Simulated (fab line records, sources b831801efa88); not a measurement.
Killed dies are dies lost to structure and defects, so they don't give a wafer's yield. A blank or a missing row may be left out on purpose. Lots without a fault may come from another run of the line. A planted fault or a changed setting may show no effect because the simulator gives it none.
Chamber matching | flow sfq_line | SFQ_TRILAYER_I0_VIA_BARC_OPEN_VIA_ETCH_046 on rie_diel-01: 4 sister chambers
The step etches BARC in O2, target depth 125 nm, time 41.7 s. 4 wafers are shown with their chamber, then 8 later ones without.

WAFERS WITH THEIR CHAMBER
wafer  | chamber | drypump_motor_current_A (A)
L608.6 | 0       | 5.4
L610.6 | 1       | 5.8
L611.1 | 2       | 6.0
L613.2 | 3       | 5.2

WAFERS WITHOUT THEIR CHAMBER
wafer  | drypump_motor_current_A (A)
L613.5 | 5.1
L613.6 | 5.4
L620.1 | 5.8
L620.2 | 6.0
L620.6 | 5.1
L622.2 | 6.0
L622.4 | 5.4
L622.5 | 5.8

WHICH CHAMBER EACH WENT THROUGH
wafer  | from the rows above | in truth
L613.5 | 3                   | 3
L613.6 | 0                   | 0
L620.1 | 1                   | 1
L620.2 | 2                   | 2
L620.6 | 3                   | 3
L622.2 | 2                   | 2
L622.4 | 0                   | 0
L622.5 | 1                   | 1
Placed correctly: 8 of 8. Can't be placed from these rows: 0. Placed wrongly: 0.
How it was worked out, from the rows above alone: a wafer's distance from a chamber is the root of the sum, over the readings, of the square of ((its reading less the chamber's mean) divided by the reading's scatter). The wafer belongs to the nearest chamber; if the next one is less than 2 further off, it can't be placed. A chamber's mean is the mean of its shown wafers. The scatter: with one shown wafer a chamber, the root of the mean of the squares of how far each hidden wafer lies from its nearest shown one.
